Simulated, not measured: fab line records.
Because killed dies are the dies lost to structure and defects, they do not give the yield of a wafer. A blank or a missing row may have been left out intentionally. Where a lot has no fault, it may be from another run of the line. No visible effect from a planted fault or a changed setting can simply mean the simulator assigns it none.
fab line records / flow sky130 / part 2 of 2: steps 35 to 48 of 48
[record] lots = 5 wafers = 15 lastDay = 49
route steps=708 shown NWELL@74 PWDE@84 VT_ADJUST_HVTP@85 VT_ADJUST_LVTN@97 VT_ADJUST_NCORE@119
lots that met no fault: taken from a fault-free run of the same line
startH: start of the lot's first displayed wafer, in hours after the record's first day / waitH: hours from the lot's prior step to this one / " same as the row above / L1.1+2: a single row standing in for several wafers / - no value, or no start given / * or withheld: withheld / < > ~ a bound
route shown NAME@n: a module of which the file shows steps, and the number in the route of the first / usual: the fault-free wafers' mean and standard deviation / same: alike in all rows / chamber/n: place in a boat / sites: per-site readings / _std_site: standard deviation across them / _edge_site: mean of outer sites minus mean of inner sites / radiusMm: how far each site lies from the wafer's centre / mask NAME#n: copy n / behind: the last tool/chamber to shape the wafer / hold: cause of the lot's hold/its duration in hours/its outcome / device: names the non-switching transistor (n, p or np) / end of line: at the end of the route, the tests of the same wafers / a step without rows: its recipe alone / killed: count of dies lost to structure and defects at first sort (not the wafer's yield) / map: dies across one wafer; x = killed, . = not, _ = none there
set.NAME: the run value of the setting; set.NAME@STEP: its run value at that earlier step / model.NAME: the simulator's own value behind a step, which no gauge read
a table for each step, a row for each wafer; lots at some steps of the route
services: from which hour (startH, from the record's first day; less than 0 if before it) a tool's chamber was out of use, for how many hours, and why
[[steps]]
[step SKY_VT_ADJUST_LVTN_HMDS_12]
[recipe] primeTimeS = 60 primeTempC = 120
lot.wafer=L075.2+3+4 tool=lithoTrack-01 chamber=0 startH=152.30 waitH=0.1
lot.wafer=L081.2+4+6 tool=lithoTrack-04 chamber=0 startH=213.18 waitH=0.1
lot.wafer=L083.2+3+4 tool=lithoTrack-01 chamber=0 startH=222.54 waitH=0.1
lot.wafer=L084.3+4+5 tool=lithoTrack-04 chamber=0 startH=225.86 waitH=0.1
lot.wafer=L087.1+3+4 tool=lithoTrack-01 chamber=0 startH=246.72 waitH=0.1
[step SKY_VT_ADJUST_LVTN_COAT_13]
[recipe] resist = NOVOLAK spinRpm = 3000 resistThkNm = 1140
lot.wafer=L075.2+3+4 tool=lithoTrack-01 chamber=0 startH=152.45 waitH=0.1
lot.wafer=L081.2+4+6 tool=lithoTrack-04 chamber=0 startH=213.33 waitH=0.1
lot.wafer=L083.2+3+4 tool=lithoTrack-01 chamber=0 startH=222.69 waitH=0.1
lot.wafer=L084.3+4+5 tool=lithoTrack-04 chamber=0 startH=226.01 waitH=0.1
lot.wafer=L087.1+3+4 tool=lithoTrack-01 chamber=0 startH=246.87 waitH=0.1
[step SKY_VT_ADJUST_LVTN_SOFTBAKE_14]
[recipe] tempC = 90 timeS = 60 resist = NOVOLAK
lot.wafer=L075.2+3+4 tool=lithoTrack-01 chamber=0 startH=152.60 waitH=0.1
lot.wafer=L081.2+4+6 tool=lithoTrack-04 chamber=0 startH=213.48 waitH=0.1
lot.wafer=L083.2+3+4 tool=lithoTrack-01 chamber=0 startH=222.84 waitH=0.1
lot.wafer=L084.3+4+5 tool=lithoTrack-04 chamber=0 startH=226.16 waitH=0.1
lot.wafer=L087.1+3+4 tool=lithoTrack-01 chamber=0 startH=247.02 waitH=0.1
[step SKY_VT_ADJUST_LVTN_EXPOSE_15]
[recipe] maskId = HVN_STD_DERIVED na = 0.6 sourceShape = conventional sigmaOuter = 0.6 polarization = unpolarized targetCdNm = 600 doseMj = 163
lot.wafer=L075.2+3+4 tool=ilineStepper-02 chamber=0 startH=- waitH=- mask=HVN_STD_DERIVED#0
lot.wafer=L081.2+4+6 tool=ilineStepper-02 chamber=0 startH=- waitH=- mask=HVN_STD_DERIVED#0
lot.wafer=L083.2+3+4 tool=ilineStepper-02 chamber=0 startH=- waitH=- mask=HVN_STD_DERIVED#0
lot.wafer=L084.3+4+5 tool=ilineStepper-02 chamber=0 startH=- waitH=- mask=HVN_STD_DERIVED#0
lot.wafer=L087.1+3+4 tool=ilineStepper-02 chamber=0 startH=- waitH=- mask=HVN_STD_DERIVED#0
[step SKY_VT_ADJUST_LVTN_PEB_16]
[recipe] tempC = withheld timeS = * resist = NOVOLAK
lot.wafer=L075.2+3+4 tool=lithoTrack-04 chamber=0 startH=- waitH=-
lot.wafer=L081.2+4+6 tool=lithoTrack-02 chamber=0 startH=- waitH=-
lot.wafer=L083.2+3+4 tool=lithoTrack-04 chamber=0 startH=- waitH=-
lot.wafer=L084.3+4+5 tool=lithoTrack-01 chamber=0 startH=- waitH=-
lot.wafer=L087.1+3+4 tool=lithoTrack-02 chamber=0 startH=- waitH=-
[step SKY_VT_ADJUST_LVTN_DEVELOP_17]
[recipe] resist = NOVOLAK developer = TMAH developTimeS = 60 devTempC = 23
lot.wafer=L075.2+3+4 tool=lithoTrack-04 chamber=0 startH=162.28 waitH=0.1
lot.wafer=L081.2+4+6 tool=lithoTrack-02 chamber=0 startH=224.62 waitH=0.1
lot.wafer=L083.2+3+4 tool=lithoTrack-04 chamber=0 startH=233.98 waitH=0.1
lot.wafer=L084.3+4+5 tool=lithoTrack-01 chamber=0 startH=237.27 waitH=0.1
lot.wafer=L087.1+3+4 tool=lithoTrack-02 chamber=0 startH=258.29 waitH=0.1
[step SKY_VT_ADJUST_LVTN_OVL_MEAS_18]
[usual] VT_ADJUST_LVTN_01_OVL = 1.3/1.2
lot.wafer=L075.2 tool=overlay-01 chamber=- startH=162.41 waitH=0.1 VT_ADJUST_LVTN_01_OVL[nm]=0.8
lot.wafer=L075.3 tool=overlay-01 chamber=- startH=162.41 waitH=0.1 VT_ADJUST_LVTN_01_OVL[nm]=1.0
lot.wafer=L075.4 tool=overlay-01 chamber=- startH=162.41 waitH=0.1 VT_ADJUST_LVTN_01_OVL[nm]=0.4
lot.wafer=L081.2 tool=overlay-02 chamber=- startH=224.75 waitH=0.1 VT_ADJUST_LVTN_01_OVL[nm]=2.4
lot.wafer=L081.4 tool=overlay-02 chamber=- startH=224.75 waitH=0.1 VT_ADJUST_LVTN_01_OVL[nm]=2.4
lot.wafer=L081.6 tool=overlay-02 chamber=- startH=224.75 waitH=0.1 VT_ADJUST_LVTN_01_OVL[nm]=2.1
lot.wafer=L083.2 tool=overlay-02 chamber=- startH=234.11 waitH=0.1 VT_ADJUST_LVTN_01_OVL[nm]=-0.3
lot.wafer=L083.3 tool=overlay-02 chamber=- startH=234.11 waitH=0.1 VT_ADJUST_LVTN_01_OVL[nm]=-0.5
lot.wafer=L083.4 tool=overlay-02 chamber=- startH=234.11 waitH=0.1 VT_ADJUST_LVTN_01_OVL[nm]=0.3
lot.wafer=L084.3 tool=overlay-02 chamber=- startH=237.38 waitH=0.1 VT_ADJUST_LVTN_01_OVL[nm]=0.3
lot.wafer=L084.4 tool=overlay-02 chamber=- startH=237.38 waitH=0.1 VT_ADJUST_LVTN_01_OVL[nm]=-0.3
lot.wafer=L084.5 tool=overlay-02 chamber=- startH=237.38 waitH=0.1 VT_ADJUST_LVTN_01_OVL[nm]=0.2
lot.wafer=L087.1 tool=overlay-02 chamber=- startH=258.44 waitH=0.1 VT_ADJUST_LVTN_01_OVL[nm]=0.4
lot.wafer=L087.3 tool=overlay-02 chamber=- startH=258.44 waitH=0.1 VT_ADJUST_LVTN_01_OVL[nm]=0.9
lot.wafer=L087.4 tool=overlay-02 chamber=- startH=258.44 waitH=0.1 VT_ADJUST_LVTN_01_OVL[nm]=0.7
[step SKY_VT_ADJUST_LVTN_IMPLANT_19]
[recipe] species = B energyKev = 30 doseCm2 = 6.5e+11 tiltDeg = withheld
lot.wafer=L075.2+3+4 tool=implanter-04 chamber=0 startH=162.47 waitH=0.0
lot.wafer=L081.2+4+6 tool=implanter-02 chamber=0 startH=224.81 waitH=0.0
lot.wafer=L083.2+3+4 tool=implanter-02 chamber=0 startH=234.17 waitH=0.0
lot.wafer=L084.3+4+5 tool=implanter-03 chamber=0 startH=237.46 waitH=0.1
lot.wafer=L087.1+3+4 tool=implanter-04 chamber=0 startH=258.48 waitH=0.0
[step SKY_VT_ADJUST_LVTN_STRIP_20]
[recipe] chemistry = O2/N2 powerW = 1400 pressureMtorr = 1500 platenTempC = withheld o2FlowSccm = 3000 n2FlowSccm = 300 overashFraction = 0.5
[usual] drypumpMotorCurrentA = 5.9/0.42 oesProductAu = 0.716/0.0049 stripTimeToEndpointS = 14.16/0.031
lot.wafer=L075.2 tool=plasmaAsher-03 chamber=0 startH=162.59 waitH=0.1 drypumpMotorCurrentA=6.1 oesProductAu=0.720 rfHoursCounterH=47 stripTimeToEndpointS=14.16
lot.wafer=L075.3 tool=plasmaAsher-03 chamber=0 startH=162.59 waitH=0.1 drypumpMotorCurrentA=6.0 oesProductAu=0.714 rfHoursCounterH=- stripTimeToEndpointS=14.19
lot.wafer=L075.4 tool=plasmaAsher-03 chamber=1 startH=162.59 waitH=0.1 drypumpMotorCurrentA=5.6 oesProductAu=0.722 rfHoursCounterH=- stripTimeToEndpointS=14.15
lot.wafer=L081.2 tool=plasmaAsher-04 chamber=1 startH=224.93 waitH=0.1 drypumpMotorCurrentA=5.4 oesProductAu=0.719 rfHoursCounterH=10 stripTimeToEndpointS=14.16
lot.wafer=L081.4 tool=plasmaAsher-04 chamber=1 startH=224.93 waitH=0.1 drypumpMotorCurrentA=5.4 oesProductAu=0.724 rfHoursCounterH=- stripTimeToEndpointS=14.19
lot.wafer=L081.6 tool=plasmaAsher-04 chamber=0 startH=224.93 waitH=0.1 drypumpMotorCurrentA=6.6 oesProductAu=0.714 rfHoursCounterH=- stripTimeToEndpointS=14.19
lot.wafer=L083.2 tool=plasmaAsher-03 chamber=0 startH=234.29 waitH=0.1 drypumpMotorCurrentA=6.1 oesProductAu=0.723 rfHoursCounterH=54 stripTimeToEndpointS=14.18
lot.wafer=L083.3 tool=plasmaAsher-03 chamber=0 startH=234.29 waitH=0.1 drypumpMotorCurrentA=6.0 oesProductAu=0.726 rfHoursCounterH=- stripTimeToEndpointS=14.12
lot.wafer=L083.4 tool=plasmaAsher-03 chamber=1 startH=234.29 waitH=0.1 drypumpMotorCurrentA=5.6 oesProductAu=0.716 rfHoursCounterH=- stripTimeToEndpointS=14.15
lot.wafer=L084.3 tool=plasmaAsher-04 chamber=1 startH=237.59 waitH=0.1 drypumpMotorCurrentA=5.4 oesProductAu=0.723 rfHoursCounterH=- stripTimeToEndpointS=14.17
lot.wafer=L084.4 tool=plasmaAsher-04 chamber=0 startH=237.59 waitH=0.1 drypumpMotorCurrentA=6.6 oesProductAu=0.716 rfHoursCounterH=- stripTimeToEndpointS=14.17
lot.wafer=L084.5 tool=plasmaAsher-04 chamber=0 startH=237.59 waitH=0.1 drypumpMotorCurrentA=6.6 oesProductAu=0.721 rfHoursCounterH=- stripTimeToEndpointS=14.18
lot.wafer=L087.1 tool=plasmaAsher-01 chamber=0 startH=258.63 waitH=0.1 drypumpMotorCurrentA=5.7 oesProductAu=0.715 rfHoursCounterH=45 stripTimeToEndpointS=14.18
lot.wafer=L087.3 tool=plasmaAsher-01 chamber=1 startH=258.63 waitH=0.1 drypumpMotorCurrentA=5.9 oesProductAu=0.724 rfHoursCounterH=- stripTimeToEndpointS=14.19
lot.wafer=L087.4 tool=plasmaAsher-01 chamber=0 startH=258.63 waitH=0.1 drypumpMotorCurrentA=5.7 oesProductAu=0.717 rfHoursCounterH=- stripTimeToEndpointS=14.18
[step SKY_VT_ADJUST_LVTN_TW_MEAS_21]
[usual] VT_ADJUST_LVTN_2_TW = 187.3/2.4
lot.wafer=L075.2 tool=filmMetro-03 chamber=- startH=162.70 waitH=0.1 VT_ADJUST_LVTN_2_TW=191.1
lot.wafer=L075.3 tool=filmMetro-03 chamber=- startH=162.70 waitH=0.1 VT_ADJUST_LVTN_2_TW=190.5
lot.wafer=L075.4 tool=filmMetro-03 chamber=- startH=162.70 waitH=0.1 VT_ADJUST_LVTN_2_TW=190.0
lot.wafer=L081.2 tool=filmMetro-02 chamber=- startH=225.04 waitH=0.1 VT_ADJUST_LVTN_2_TW=188.1
lot.wafer=L081.4 tool=filmMetro-02 chamber=- startH=225.04 waitH=0.1 VT_ADJUST_LVTN_2_TW=188.2
lot.wafer=L081.6 tool=filmMetro-02 chamber=- startH=225.04 waitH=0.1 VT_ADJUST_LVTN_2_TW=189.1
lot.wafer=L083.2 tool=filmMetro-01 chamber=- startH=234.40 waitH=0.1 VT_ADJUST_LVTN_2_TW=182.9
lot.wafer=L083.3 tool=filmMetro-01 chamber=- startH=234.40 waitH=0.1 VT_ADJUST_LVTN_2_TW=184.2
lot.wafer=L083.4 tool=filmMetro-01 chamber=- startH=234.40 waitH=0.1 VT_ADJUST_LVTN_2_TW=184.5
lot.wafer=L084.3 tool=filmMetro-02 chamber=- startH=237.68 waitH=0.1 VT_ADJUST_LVTN_2_TW=188.3
lot.wafer=L084.4 tool=filmMetro-02 chamber=- startH=237.68 waitH=0.1 VT_ADJUST_LVTN_2_TW=188.9
lot.wafer=L084.5 tool=filmMetro-02 chamber=- startH=237.68 waitH=0.1 VT_ADJUST_LVTN_2_TW=188.9
lot.wafer=L087.1 tool=filmMetro-01 chamber=- startH=258.73 waitH=0.1 VT_ADJUST_LVTN_2_TW=183.6
lot.wafer=L087.3 tool=filmMetro-01 chamber=- startH=258.73 waitH=0.1 VT_ADJUST_LVTN_2_TW=183.7
lot.wafer=L087.4 tool=filmMetro-01 chamber=- startH=258.73 waitH=0.1 VT_ADJUST_LVTN_2_TW=182.8
[step SKY_VT_ADJUST_NCORE_DEHYDRATE_00]
[recipe] tempC = 200 timeS = 60
lot.wafer=L075.2+3+4 tool=lithoTrack-03 chamber=0 startH=172.25 waitH=9.5
lot.wafer=L081.2+4+6 tool=lithoTrack-02 chamber=0 startH=235.52 waitH=10.5
lot.wafer=L083.2+3+4 tool=lithoTrack-03 chamber=0 startH=244.65 waitH=10.2
lot.wafer=L084.3+4+5 tool=lithoTrack-04 chamber=0 startH=248.41 waitH=10.7
lot.wafer=L087.1+3+4 tool=lithoTrack-03 chamber=0 startH=270.43 waitH=11.7
[step SKY_VT_ADJUST_NCORE_HMDS_01]
[recipe] primeTimeS = 60 primeTempC = 120
lot.wafer=L075.2+3+4 tool=lithoTrack-03 chamber=0 startH=172.40 waitH=0.1
lot.wafer=L081.2+4+6 tool=lithoTrack-02 chamber=0 startH=235.67 waitH=0.1
lot.wafer=L083.2+3+4 tool=lithoTrack-03 chamber=0 startH=244.80 waitH=0.1
lot.wafer=L084.3+4+5 tool=lithoTrack-04 chamber=0 startH=248.56 waitH=0.1
lot.wafer=L087.1+3+4 tool=lithoTrack-03 chamber=0 startH=270.58 waitH=0.1
[step SKY_VT_ADJUST_NCORE_COAT_02]
[recipe] resist = NOVOLAK spinRpm = 3000 resistThkNm = 1140
lot.wafer=L075.2+3+4 tool=lithoTrack-03 chamber=0 startH=172.55 waitH=0.1
lot.wafer=L081.2+4+6 tool=lithoTrack-02 chamber=0 startH=235.82 waitH=0.1
lot.wafer=L083.2+3+4 tool=lithoTrack-03 chamber=0 startH=244.95 waitH=0.1
lot.wafer=L084.3+4+5 tool=lithoTrack-04 chamber=0 startH=248.71 waitH=0.1
lot.wafer=L087.1+3+4 tool=lithoTrack-03 chamber=0 startH=270.73 waitH=0.1
[step SKY_VT_ADJUST_NCORE_SOFTBAKE_03]
[recipe] tempC = 90 timeS = 60 resist = NOVOLAK
lot.wafer=L075.2+3+4 tool=lithoTrack-03 chamber=0 startH=172.70 waitH=0.1
lot.wafer=L081.2+4+6 tool=lithoTrack-02 chamber=0 startH=235.97 waitH=0.1
lot.wafer=L083.2+3+4 tool=lithoTrack-03 chamber=0 startH=245.10 waitH=0.1
lot.wafer=L084.3+4+5 tool=lithoTrack-04 chamber=0 startH=248.86 waitH=0.1
lot.wafer=L087.1+3+4 tool=lithoTrack-03 chamber=0 startH=270.88 waitH=0.1
[[services]]
tool=plasmaAsher-03 chamber=- startH=81.00 hours=9.2 kind=repair
tool=plasmaAsher-03 chamber=- startH=81.67 hours=0.3 kind=repair
tool=implanter-03 chamber=- startH=85.56 hours=5.9 kind=repair
tool=implanter-03 chamber=- startH=103.75 hours=2.3 kind=repair
tool=plasmaAsher-04 chamber=- startH=108.75 hours=9.0 kind=pm
tool=plasmaAsher-03 chamber=- startH=110.42 hours=1.1 kind=repair
tool=ilineStepper-02 chamber=- startH=116.59 hours=21.5 kind=repair
tool=plasmaAsher-03 chamber=- startH=122.70 hours=4.0 kind=repair
tool=plasmaAsher-03 chamber=- startH=131.09 hours=4.3 kind=pm
tool=plasmaAsher-04 chamber=- startH=132.58 hours=1.4 kind=repair
tool=ilineStepper-02 chamber=- startH=138.10 hours=2.1 kind=pm
tool=plasmaAsher-01 chamber=- startH=156.39 hours=0.7 kind=repair
tool=implanter-04 chamber=- startH=156.60 hours=2.2 kind=repair
tool=plasmaAsher-03 chamber=- startH=166.67 hours=1.1 kind=repair
tool=implanter-03 chamber=- startH=167.61 hours=2.5 kind=repair
tool=implanter-04 chamber=- startH=175.03 hours=2.3 kind=repair
tool=ilineStepper-02 chamber=- startH=194.96 hours=1.7 kind=pm
tool=implanter-03 chamber=- startH=200.86 hours=22.7 kind=pm
tool=plasmaAsher-03 chamber=- startH=218.71 hours=0.6 kind=repair
tool=implanter-02 chamber=- startH=219.22 hours=1.9 kind=repair
tool=implanter-02 chamber=- startH=219.71 hours=4.4 kind=repair
tool=ilineStepper-01 chamber=- startH=262.92 hours=1.7 kind=pm
tool=ilineStepper-02 chamber=- startH=263.98 hours=8.0 kind=repair
tool=plasmaAsher-02 chamber=- startH=270.61 hours=8.5 kind=repair
